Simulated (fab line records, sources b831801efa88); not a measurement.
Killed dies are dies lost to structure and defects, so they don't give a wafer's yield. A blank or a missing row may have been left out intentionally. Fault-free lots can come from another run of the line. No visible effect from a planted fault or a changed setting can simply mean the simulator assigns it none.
Matching of chambers :: flow sky130 :: SKY_VIA3_CMP_24 on cmp-01 has 4 sister chambers
The step polishes, stops on SiO2, t overpolish 20 s, target thk 0 nm. 4 wafers are shown with their chamber, then 7 later ones without.

## EACH WAFER AND ITS CHAMBER
wafer: L753.2
chamber: 1
motor_current_A (A): 10.6

wafer: L753.4
chamber: 3
motor_current_A (A): 9.1

wafer: L755.2
chamber: 0
motor_current_A (A): 11.9

wafer: L755.3
chamber: 2
motor_current_A (A): 11.9

## WAFERS WHOSE CHAMBER IS MISSING
wafer: L755.5
motor_current_A (A): 11.1

wafer: L756.1
motor_current_A (A): 10.5

wafer: L756.5
motor_current_A (A): 11.3

wafer: L756.6
motor_current_A (A): 11.6

wafer: L757.1
motor_current_A (A): 11.1

wafer: L757.4
motor_current_A (A): 12.7

wafer: L757.5
motor_current_A (A): 11.2

## WHICH CHAMBER EACH WENT THROUGH
wafer: L755.5
from the rows above: can't be placed: 1 or 0 or 2
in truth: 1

wafer: L756.1
from the rows above: 1
in truth: 1

wafer: L756.5
from the rows above: can't be placed: 0 or 2 or 1
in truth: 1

wafer: L756.6
from the rows above: can't be placed: 0 or 2 or 1
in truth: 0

wafer: L757.1
from the rows above: can't be placed: 1 or 0 or 2
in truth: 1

wafer: L757.4
from the rows above: can't be placed: 0 or 2
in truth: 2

wafer: L757.5
from the rows above: can't be placed: 1 or 0 or 2
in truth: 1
Correctly placed: 1 of 7. Cannot be placed on the basis of these rows: 6; the candidates contain the true chamber in 6. Wrongly placed: 0.
How it was worked out, from the rows above alone: a wafer's distance from a chamber is the root of the sum, over the readings, of the square of ((its reading less the chamber's mean) divided by the reading's scatter). The wafer belongs to the nearest chamber; if the next one is less than 2 further off, it can't be placed. A chamber's mean is the mean of its shown wafers. The scatter: with one shown wafer a chamber, the root of the mean of the squares of how far each hidden wafer lies from its nearest shown one.
